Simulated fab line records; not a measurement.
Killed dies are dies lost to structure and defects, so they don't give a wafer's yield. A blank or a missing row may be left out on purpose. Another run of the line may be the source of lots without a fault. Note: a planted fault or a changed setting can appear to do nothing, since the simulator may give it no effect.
fab line records :: flow sky130
record:
  lots: 7
  wafers: 21
  last-day: 50
route steps=708 shown VT_ADJUST_PCH@148 SONOS_TUNNEL@154
lots with no fault: from the same line, run without faults
start-h: start of the lot's first displayed wafer, in hours after the record's first day :: wait-h: time in hours since the lot's previous step :: " same as the row above :: L1.1+2: a row that stands for several wafers :: - no value, or no start given :: * or withheld: withheld :: < > ~ a bound
route shown NAME@n: names a module that has steps shown in the file, with the first one's number in the route :: usual: mean/standard deviation of fault-free wafers :: same: alike in all rows :: chamber/n: place in a boat :: sites: readings site by site :: _std_site: their standard deviation :: _edge_site: the outer-site mean with the inner-site mean subtracted :: radius-mm: for every site, how far away it sits from the centre of the wafer :: mask NAME#n: copy n :: behind: tool/chamber where the wafer was last shaped :: hold: what put the lot on hold/how long, in hours/how the hold closed :: device: transistor that didn't switch, given as n, p or np :: end of line: tests run on the same wafers once the route is complete :: step lacking rows: just its recipe :: killed: not the wafer's yield, but the dies lost to structure and defects at the first sort :: map: the dies of a wafer, with x for killed, . for not killed, _ for no die there
set.NAME: the setting as run; set.NAME@STEP: as run at that earlier step :: model.NAME: the simulator's own value behind a step, which no gauge read
certain route steps with their lots: each step a table, each wafer a row
services: when a tool's chamber went out of use (start-h, in hours from the record's first day, below 0 if earlier), for how many hours, and the reason
== steps ==
step: SKY_VT_ADJUST_PCH_PEB_05
recipe:
  temp-c: 115
  time-s: withheld
step: SKY_VT_ADJUST_PCH_DEVELOP_06
recipe:
  wall-angle-deg: 90
  developer: TMAH
  develop-time-s: 60
  dev-temp-c: 23
step: SKY_VT_ADJUST_PCH_OVL_MEAS_07
usual:
  VT_ADJUST_PCH_OVL: -0.1/1.6
lot.wafer: L613.2
tool: overlay-01
chamber: -
start-h: 226.52
wait-h: -
VT_ADJUST_PCH_OVL[nm]: 0.9

lot.wafer: L613.4
tool: overlay-01
chamber: -
start-h: 226.52
wait-h: -
VT_ADJUST_PCH_OVL[nm]: 2.5

lot.wafer: L613.6
tool: overlay-01
chamber: -
start-h: 226.52
wait-h: -
VT_ADJUST_PCH_OVL[nm]: -1.1

lot.wafer: L616.1
tool: overlay-01
chamber: -
start-h: 246.19
wait-h: -
VT_ADJUST_PCH_OVL[nm]: -2.9

lot.wafer: L616.4
tool: overlay-01
chamber: -
start-h: 246.19
wait-h: -
VT_ADJUST_PCH_OVL[nm]: -0.5

lot.wafer: L616.6
tool: overlay-01
chamber: -
start-h: 246.19
wait-h: -
VT_ADJUST_PCH_OVL[nm]: -2.6

lot.wafer: L619.1
tool: overlay-01
chamber: -
start-h: 275.47
wait-h: -
VT_ADJUST_PCH_OVL[nm]: -0.5

lot.wafer: L619.2
tool: overlay-01
chamber: -
start-h: 275.47
wait-h: -
VT_ADJUST_PCH_OVL[nm]: 0.0

lot.wafer: L619.6
tool: overlay-01
chamber: -
start-h: 275.47
wait-h: -
VT_ADJUST_PCH_OVL[nm]: -0.6

lot.wafer: L620.2
tool: overlay-02
chamber: -
start-h: 277.12
wait-h: -
VT_ADJUST_PCH_OVL[nm]: -1.2

lot.wafer: L620.4
tool: overlay-02
chamber: -
start-h: 277.12
wait-h: -
VT_ADJUST_PCH_OVL[nm]: -1.7

lot.wafer: L620.6
tool: overlay-02
chamber: -
start-h: 277.12
wait-h: -
VT_ADJUST_PCH_OVL[nm]: -2.1

lot.wafer: L621.1
tool: overlay-01
chamber: -
start-h: 288.64
wait-h: -
VT_ADJUST_PCH_OVL[nm]: -0.1

lot.wafer: L621.2
tool: overlay-01
chamber: -
start-h: 288.64
wait-h: -
VT_ADJUST_PCH_OVL[nm]: 0.8

lot.wafer: L621.6
tool: overlay-01
chamber: -
start-h: 288.64
wait-h: -
VT_ADJUST_PCH_OVL[nm]: -1.7

lot.wafer: L631.1
tool: overlay-02
chamber: -
start-h: 388.88
wait-h: -
VT_ADJUST_PCH_OVL[nm]: -2.4

lot.wafer: L631.4
tool: overlay-02
chamber: -
start-h: 388.88
wait-h: -
VT_ADJUST_PCH_OVL[nm]: -1.6

lot.wafer: L631.5
tool: overlay-02
chamber: -
start-h: 388.88
wait-h: -
VT_ADJUST_PCH_OVL[nm]: -3.6

lot.wafer: L635.1
tool: overlay-01
chamber: -
start-h: 403.07
wait-h: -
VT_ADJUST_PCH_OVL[nm]: 1.1

lot.wafer: L635.5
tool: overlay-01
chamber: -
start-h: 403.07
wait-h: -
VT_ADJUST_PCH_OVL[nm]: 1.6

lot.wafer: L635.6
tool: overlay-01
chamber: -
start-h: 403.07
wait-h: -
VT_ADJUST_PCH_OVL[nm]: -0.5
step: SKY_VT_ADJUST_PCH_IMPLANT_08
recipe:
  species: B
  energy-kev: 10
  dose-cm2: 5e+11
  tilt-deg: withheld
step: SKY_VT_ADJUST_PCH_STRIP_09
recipe:
  chemistry: O2/N2
  power-w: 1400
  pressure-mtorr: 1500
  platen-temp-c: withheld
  o2-flow-sccm: 3000
  n2-flow-sccm: 300
  overash-fraction: 0.5
usual:
  drypump-motor-current-A: 5.9/0.43
  oes-product-au: 0.723/0.0047
  strip-time-to-endpoint-s: 36.90/0.1
lot.wafer: L613.2
tool: plasma-asher-01
chamber: 0
start-h: 226.70
wait-h: 0.1
drypump-motor-current-A: 5.7
oes-product-au: 0.722
rf-hours-counter-h: 58
strip-time-to-endpoint-s: 36.93

lot.wafer: L613.4
tool: plasma-asher-01
chamber: 0
start-h: 226.70
wait-h: 0.1
drypump-motor-current-A: 5.7
oes-product-au: 0.726
rf-hours-counter-h: -
strip-time-to-endpoint-s: 36.88

lot.wafer: L613.6
tool: plasma-asher-01
chamber: 1
start-h: 226.70
wait-h: 0.1
drypump-motor-current-A: 6.6
oes-product-au: 0.719
rf-hours-counter-h: -
strip-time-to-endpoint-s: 36.95

lot.wafer: L616.1
tool: plasma-asher-02
chamber: 0
start-h: 246.38
wait-h: 0.1
drypump-motor-current-A: 5.3
oes-product-au: 0.724
rf-hours-counter-h: 8
strip-time-to-endpoint-s: 36.91

lot.wafer: L616.4
tool: plasma-asher-02
chamber: 0
start-h: 246.38
wait-h: 0.1
drypump-motor-current-A: 5.3
oes-product-au: 0.725
rf-hours-counter-h: -
strip-time-to-endpoint-s: 37.02

lot.wafer: L616.6
tool: plasma-asher-02
chamber: 0
start-h: 246.38
wait-h: 0.1
drypump-motor-current-A: 5.2
oes-product-au: 0.723
rf-hours-counter-h: -
strip-time-to-endpoint-s: 37.05

lot.wafer: L619.1
tool: plasma-asher-01
chamber: 1
start-h: 275.65
wait-h: 0.1
drypump-motor-current-A: 6.6
oes-product-au: 0.727
rf-hours-counter-h: 63
strip-time-to-endpoint-s: 36.72

lot.wafer: L619.2
tool: plasma-asher-01
chamber: 0
start-h: 275.65
wait-h: 0.1
drypump-motor-current-A: 5.7
oes-product-au: 0.720
rf-hours-counter-h: 63
strip-time-to-endpoint-s: 36.85

lot.wafer: L619.6
tool: plasma-asher-01
chamber: 0
start-h: 275.65
wait-h: 0.1
drypump-motor-current-A: 5.7
oes-product-au: 0.720
rf-hours-counter-h: -
strip-time-to-endpoint-s: 36.85

lot.wafer: L620.2
tool: plasma-asher-04
chamber: 0
start-h: 277.30
wait-h: 0.1
drypump-motor-current-A: 5.8
oes-product-au: 0.708
rf-hours-counter-h: 46
strip-time-to-endpoint-s: 36.66

lot.wafer: L620.4
tool: plasma-asher-04
chamber: 0
start-h: 277.30
wait-h: 0.1
drypump-motor-current-A: 5.7
oes-product-au: 0.727
rf-hours-counter-h: -
strip-time-to-endpoint-s: 36.78

lot.wafer: L620.6
tool: plasma-asher-04
chamber: 0
start-h: 277.30
wait-h: 0.1
drypump-motor-current-A: 5.8
oes-product-au: 0.716
rf-hours-counter-h: -
strip-time-to-endpoint-s: 36.83

lot.wafer: L621.1
tool: plasma-asher-01
chamber: 0
start-h: 288.83
wait-h: 0.1
drypump-motor-current-A: 5.7
oes-product-au: 0.722
rf-hours-counter-h: 64
strip-time-to-endpoint-s: 36.78

lot.wafer: L621.2
tool: plasma-asher-01
chamber: 1
start-h: 288.83
wait-h: 0.1
drypump-motor-current-A: 6.6
oes-product-au: 0.727
rf-hours-counter-h: 64
strip-time-to-endpoint-s: 36.88

lot.wafer: L621.6
tool: plasma-asher-01
chamber: 0
start-h: 288.83
wait-h: 0.1
drypump-motor-current-A: 5.7
oes-product-au: 0.718
rf-hours-counter-h: -
strip-time-to-endpoint-s: 36.95

lot.wafer: L631.1
tool: plasma-asher-04
chamber: 1
start-h: 389.67
wait-h: 0.1
drypump-motor-current-A: 6.1
oes-product-au: 0.736
rf-hours-counter-h: 58
strip-time-to-endpoint-s: 36.79

lot.wafer: L631.4
tool: plasma-asher-04
chamber: 1
start-h: 389.67
wait-h: 0.1
drypump-motor-current-A: 6.1
oes-product-au: 0.727
rf-hours-counter-h: -
strip-time-to-endpoint-s: 36.80

lot.wafer: L631.5
tool: plasma-asher-04
chamber: 0
start-h: 389.67
wait-h: 0.1
drypump-motor-current-A: 5.7
oes-product-au: 0.725
rf-hours-counter-h: -
strip-time-to-endpoint-s: 36.80

lot.wafer: L635.1
tool: plasma-asher-02
chamber: 1
start-h: 403.25
wait-h: 0.1
drypump-motor-current-A: 5.6
oes-product-au: 0.715
rf-hours-counter-h: 23
strip-time-to-endpoint-s: 36.99

lot.wafer: L635.5
tool: plasma-asher-02
chamber: 1
start-h: 403.25
wait-h: 0.1
drypump-motor-current-A: 5.6
oes-product-au: 0.714
rf-hours-counter-h: -
strip-time-to-endpoint-s: 36.88

lot.wafer: L635.6
tool: plasma-asher-02
chamber: 0
start-h: 403.25
wait-h: 0.1
drypump-motor-current-A: 5.2
oes-product-au: 0.721
rf-hours-counter-h: -
strip-time-to-endpoint-s: 36.91
step: SKY_VT_ADJUST_PCH_TW_MEAS_10
usual:
  VT_ADJUST_PCH_TW: 142.8/0.65
lot.wafer: L613.2
tool: film-metro-02
chamber: -
start-h: 226.81
wait-h: 0.1
VT_ADJUST_PCH_TW: 143.0

lot.wafer: L613.4
tool: film-metro-02
chamber: -
start-h: 226.81
wait-h: 0.1
VT_ADJUST_PCH_TW: 142.0

lot.wafer: L613.6
tool: film-metro-02
chamber: -
start-h: 226.81
wait-h: 0.1
VT_ADJUST_PCH_TW: 143.1

lot.wafer: L616.1
tool: film-metro-01
chamber: -
start-h: 246.48
wait-h: 0.1
VT_ADJUST_PCH_TW: 143.1

lot.wafer: L616.4
tool: film-metro-01
chamber: -
start-h: 246.48
wait-h: 0.1
VT_ADJUST_PCH_TW: 142.7

lot.wafer: L616.6
tool: film-metro-01
chamber: -
start-h: 246.48
wait-h: 0.1
VT_ADJUST_PCH_TW: 143.2

lot.wafer: L619.1
tool: film-metro-03
chamber: -
start-h: 275.75
wait-h: 0.1
VT_ADJUST_PCH_TW: 142.5

lot.wafer: L619.2
tool: film-metro-03
chamber: -
start-h: 275.75
wait-h: 0.1
VT_ADJUST_PCH_TW: 142.1

lot.wafer: L619.6
tool: film-metro-03
chamber: -
start-h: 275.75
wait-h: 0.1
VT_ADJUST_PCH_TW: 143.2

lot.wafer: L620.2
tool: film-metro-01
chamber: -
start-h: 277.41
wait-h: 0.1
VT_ADJUST_PCH_TW: 142.6

lot.wafer: L620.4
tool: film-metro-01
chamber: -
start-h: 277.41
wait-h: 0.1
VT_ADJUST_PCH_TW: 143.4

lot.wafer: L620.6
tool: film-metro-01
chamber: -
start-h: 277.41
wait-h: 0.1
VT_ADJUST_PCH_TW: 143.2

lot.wafer: L621.1
tool: film-metro-02
chamber: -
start-h: 288.93
wait-h: 0.1
VT_ADJUST_PCH_TW: 143.5

lot.wafer: L621.2
tool: film-metro-02
chamber: -
start-h: 288.93
wait-h: 0.1
VT_ADJUST_PCH_TW: 143.2

lot.wafer: L621.6
tool: film-metro-02
chamber: -
start-h: 288.93
wait-h: 0.1
VT_ADJUST_PCH_TW: 143.0

lot.wafer: L631.1
tool: film-metro-03
chamber: -
start-h: 389.77
wait-h: 0.1
VT_ADJUST_PCH_TW: 143.4

lot.wafer: L631.4
tool: film-metro-03
chamber: -
start-h: 389.77
wait-h: 0.1
VT_ADJUST_PCH_TW: 143.5

lot.wafer: L631.5
tool: film-metro-03
chamber: -
start-h: 389.77
wait-h: 0.1
VT_ADJUST_PCH_TW: 143.5

lot.wafer: L635.1
tool: film-metro-03
chamber: -
start-h: 403.35
wait-h: 0.1
VT_ADJUST_PCH_TW: 144.0

lot.wafer: L635.5
tool: film-metro-03
chamber: -
start-h: 403.35
wait-h: 0.1
VT_ADJUST_PCH_TW: 144.4

lot.wafer: L635.6
tool: film-metro-03
chamber: -
start-h: 403.35
wait-h: 0.1
VT_ADJUST_PCH_TW: 142.9
step: SKY_SONOS_TUNNEL_DEHYDRATE_00
recipe:
  temp-c: 200
  time-s: 60
step: SKY_SONOS_TUNNEL_HMDS_01
recipe:
  prime-time-s: 60
  prime-temp-c: 120.5
step: SKY_SONOS_TUNNEL_COAT_02
recipe:
  resist: NOVOLAK
  spin-rpm: 3000
  resist-thk-nm: 1140
step: SKY_SONOS_TUNNEL_SOFTBAKE_03
recipe:
  temp-c: 90
  time-s: 60
  resist: NOVOLAK
step: SKY_SONOS_TUNNEL_EXPOSE_04
recipe:
  mask-id: TUNM
  na: 0.6
  source-shape: conventional
  sigma-outer: 0.6
  polarization: unpolarized
  target-cd-nm: 410
  dose-mj: 136
step: SKY_SONOS_TUNNEL_PEB_05
recipe:
  temp-c: withheld
  time-s: *
  resist: NOVOLAK
step: SKY_SONOS_TUNNEL_DEVELOP_06
recipe:
  resist: NOVOLAK
  developer: TMAH
  develop-time-s: 60
  dev-temp-c: 23
usual:
  chill-plate-temp-C: 22.97/0.099
  develop-time-s: 60/0
lot.wafer: L613.2
tool: litho-track-04
chamber: 0
start-h: 249.86
wait-h: 0.1
chill-plate-temp-C: 22.97
develop-time-s: 60

lot.wafer: L613.4
tool: litho-track-04
chamber: 0
start-h: 249.86
wait-h: 0.1
chill-plate-temp-C: 23.00
develop-time-s: 60

lot.wafer: L613.6
tool: litho-track-04
chamber: 0
start-h: 249.86
wait-h: 0.1
chill-plate-temp-C: 22.83
develop-time-s: 60

lot.wafer: L616.1
tool: litho-track-02
chamber: 0
start-h: 269.74
wait-h: 0.1
chill-plate-temp-C: 22.91
develop-time-s: 60

lot.wafer: L616.4
tool: litho-track-02
chamber: 0
start-h: 269.74
wait-h: 0.1
chill-plate-temp-C: 22.80
develop-time-s: 60

lot.wafer: L616.6
tool: litho-track-02
chamber: 0
start-h: 269.74
wait-h: 0.1
chill-plate-temp-C: 22.85
develop-time-s: 60

lot.wafer: L619.1
tool: litho-track-04
chamber: -
start-h: 301.14
wait-h: 0.1
chill-plate-temp-C: -
develop-time-s: -

lot.wafer: L619.2
tool: litho-track-04
chamber: -
start-h: 301.14
wait-h: 0.1
chill-plate-temp-C: -
develop-time-s: -

lot.wafer: L619.6
tool: litho-track-04
chamber: -
start-h: 301.14
wait-h: 0.1
chill-plate-temp-C: -
develop-time-s: -

lot.wafer: L620.2
tool: litho-track-02
chamber: -
start-h: 302.36
wait-h: 0.1
chill-plate-temp-C: -
develop-time-s: -

lot.wafer: L620.4
tool: litho-track-02
chamber: -
start-h: 302.36
wait-h: 0.1
chill-plate-temp-C: -
develop-time-s: -

lot.wafer: L620.6
tool: litho-track-02
chamber: -
start-h: 302.36
wait-h: 0.1
chill-plate-temp-C: -
develop-time-s: -

lot.wafer: L621.1
tool: litho-track-02
chamber: -
start-h: 315.09
wait-h: 0.1
chill-plate-temp-C: -
develop-time-s: -

lot.wafer: L621.2
tool: litho-track-02
chamber: -
start-h: 315.09
wait-h: 0.1
chill-plate-temp-C: -
develop-time-s: -

lot.wafer: L621.6
tool: litho-track-02
chamber: -
start-h: 315.09
wait-h: 0.1
chill-plate-temp-C: -
develop-time-s: -

lot.wafer: L631.1
tool: litho-track-03
chamber: 0
start-h: 420.47
wait-h: 0.1
chill-plate-temp-C: 23.08
develop-time-s: 60

lot.wafer: L631.4
tool: litho-track-03
chamber: 0
start-h: 420.47
wait-h: 0.1
chill-plate-temp-C: 23.10
develop-time-s: 60

lot.wafer: L631.5
tool: litho-track-03
chamber: 0
start-h: 420.47
wait-h: 0.1
chill-plate-temp-C: 23.03
develop-time-s: 60

lot.wafer: L635.1
tool: litho-track-02
chamber: 0
start-h: 434.63
wait-h: 0.1
chill-plate-temp-C: 23.01
develop-time-s: 60

lot.wafer: L635.5
tool: litho-track-02
chamber: 0
start-h: 434.63
wait-h: 0.1
chill-plate-temp-C: 23.01
develop-time-s: 60

lot.wafer: L635.6
tool: litho-track-02
chamber: 0
start-h: 434.63
wait-h: 0.1
chill-plate-temp-C: 23.12
develop-time-s: 60
step: SKY_SONOS_TUNNEL_CD_MEAS_07
recipe:
  target-cd-nm: 410
usual:
  cd-nm: 410.1/1.8
lot.wafer: L613.2
tool: cd-sem-01
chamber: -
start-h: 250.01
wait-h: 0.1
cd-nm: 412.2

lot.wafer: L613.4
tool: cd-sem-01
chamber: -
start-h: 250.01
wait-h: 0.1
cd-nm: 411.9

lot.wafer: L613.6
tool: cd-sem-01
chamber: -
start-h: 250.01
wait-h: 0.1
cd-nm: 410.4

lot.wafer: L616.1
tool: cd-sem-01
chamber: -
start-h: 269.89
wait-h: 0.1
cd-nm: 410.2

lot.wafer: L616.4
tool: cd-sem-01
chamber: -
start-h: 269.89
wait-h: 0.1
cd-nm: 410.6

lot.wafer: L616.6
tool: cd-sem-01
chamber: -
start-h: 269.89
wait-h: 0.1
cd-nm: 409.4

lot.wafer: L619.1
tool: cd-sem-01
chamber: -
start-h: 301.29
wait-h: 0.1
cd-nm: -

lot.wafer: L619.2
tool: cd-sem-01
chamber: -
start-h: 301.29
wait-h: 0.1
cd-nm: -

lot.wafer: L619.6
tool: cd-sem-01
chamber: -
start-h: 301.29
wait-h: 0.1
cd-nm: -

lot.wafer: L620.2
tool: cd-sem-02
chamber: -
start-h: 302.51
wait-h: 0.1
cd-nm: -

lot.wafer: L620.4
tool: cd-sem-02
chamber: -
start-h: 302.51
wait-h: 0.1
cd-nm: -

lot.wafer: L620.6
tool: cd-sem-02
chamber: -
start-h: 302.51
wait-h: 0.1
cd-nm: -

lot.wafer: L621.1
tool: cd-sem-02
chamber: -
start-h: 315.24
wait-h: 0.1
cd-nm: -

lot.wafer: L621.2
tool: cd-sem-02
chamber: -
start-h: 315.24
wait-h: 0.1
cd-nm: -

lot.wafer: L621.6
tool: cd-sem-02
chamber: -
start-h: 315.24
wait-h: 0.1
cd-nm: -

lot.wafer: L631.1
tool: cd-sem-01
chamber: -
start-h: 420.62
wait-h: 0.1
cd-nm: 407.9

lot.wafer: L631.4
tool: cd-sem-01
chamber: -
start-h: 420.62
wait-h: 0.1
cd-nm: 408.0

lot.wafer: L631.5
tool: cd-sem-01
chamber: -
start-h: 420.62
wait-h: 0.1
cd-nm: 407.5

lot.wafer: L635.1
tool: cd-sem-01
chamber: -
start-h: 434.78
wait-h: 0.1
cd-nm: 408.1

lot.wafer: L635.5
tool: cd-sem-01
chamber: -
start-h: 434.78
wait-h: 0.1
cd-nm: 408.4

lot.wafer: L635.6
tool: cd-sem-01
chamber: -
start-h: 434.78
wait-h: 0.1
cd-nm: 409.0
== services ==
tool: plasma-asher-01
chamber: -
start-h: 221.07
hours: 2.8
kind: pm

tool: plasma-asher-02
chamber: -
start-h: 274.06
hours: 2.7
kind: repair

tool: plasma-asher-01
chamber: -
start-h: 355.25
hours: 16.6
kind: repair

tool: plasma-asher-01
chamber: -
start-h: 366.61
hours: 1.0
kind: repair

tool: plasma-asher-02
chamber: -
start-h: 396.26
hours: 3.2
kind: repair

tool: plasma-asher-02
chamber: -
start-h: 398.78
hours: 2.9
kind: repair
== key ==
first-sign:
  step: SKY_SONOS_TUNNEL_DEVELOP_06
  reading: tool-record
  direction: missing
effect none on later readings
met-at SKY_SONOS_TUNNEL_DEVELOP_06
struck-wafers L619.1,L619.2,L619.6,L620.2,L620.4,L620.6,L621.1,L621.2,L621.6
later-rows-left-out L619.1,L619.2,L619.6,L620.2,L620.4,L620.6,L621.1,L621.2,L621.6
sort-left-out L619.1,L619.2,L619.6,L620.2,L620.4,L620.6,L621.1,L621.2,L621.6
tester-left-out L619,L620,L621
onset-between 269.74 301.14
fault:
  kind: skipped-step-whole
  tool: litho-track-02,litho-track-04
  chamber: -
  onset-h: 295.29
  steps: SKY_SONOS_TUNNEL_DEVELOP_06
  scope: struck-lots-only
tester-left-out: of these lots the tester's yield and bins aren't shown, on N5 and GAA mostly nor the transistor test; their killed dies are dies lost to structure and defects alone, not to doping, threshold or leakage, so they don't give the yield
sort-left-out: the simulated sort isn't trusted on such a fault, so these wafers' sort isn't shown, and their yield isn't known
later-rows-left-out: the simulator's readings of these wafers behind a module that went badly wrong aren't trusted and aren't shown, but for the sort
